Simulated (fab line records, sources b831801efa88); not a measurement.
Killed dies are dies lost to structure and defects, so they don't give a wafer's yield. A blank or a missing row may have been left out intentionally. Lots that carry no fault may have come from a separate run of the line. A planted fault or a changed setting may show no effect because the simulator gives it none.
Chamber matching :: flow gf180mcu :: cmp-01 running GF_V2_CMP_04: 4 sister chambers
The step polishes SiO2. 4 wafers are shown with their chamber, then 7 later ones without.

== EACH WAFER AND ITS CHAMBER ==
wafer: L997.3
chamber: 3
motor current A (A): 11.3

wafer: L997.6
chamber: 2
motor current A (A): 10.0

wafer: L998.3
chamber: 1
motor current A (A): 12.5

wafer: L998.5
chamber: 0
motor current A (A): 12.4

== WAFERS MISSING THEIR CHAMBER ==
wafer: L998.6
motor current A (A): 12.8

wafer: L999.4
motor current A (A): 12.1

wafer: L999.5
motor current A (A): 11.3

wafer: L999.6
motor current A (A): 11.8

wafer: L106.2
motor current A (A): 12.7

wafer: L106.5
motor current A (A): 12.8

wafer: L106.6
motor current A (A): 11.4

== WHICH CHAMBER EACH ONE RAN IN ==
wafer: L998.6
from the rows above: can't be placed: 1 or 0
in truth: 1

wafer: L999.4
from the rows above: can't be placed: 0 or 1 or 3
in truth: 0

wafer: L999.5
from the rows above: 3
in truth: 3

wafer: L999.6
from the rows above: can't be placed: 3 or 0 or 1
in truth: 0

wafer: L106.2
from the rows above: can't be placed: 1 or 0
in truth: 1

wafer: L106.5
from the rows above: can't be placed: 1 or 0
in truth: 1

wafer: L106.6
from the rows above: 3
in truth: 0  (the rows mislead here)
Placed correctly: 1 of 7. Can't be placed from these rows: 5 (the true chamber is among the candidates in 5). Placed wrongly: 1.
How it was worked out, from the rows above alone: a wafer's distance from a chamber is the root of the sum, over the readings, of the square of ((its reading less the chamber's mean) divided by the reading's scatter). If the next closest chamber is less than 2 further off than the closest, the wafer can't be placed; otherwise it belongs to the closest. For every chamber, the mean is computed from those of its wafers that are shown. The scatter: root of mean squared gap, hidden wafer to nearest shown wafer, with one shown wafer a chamber.
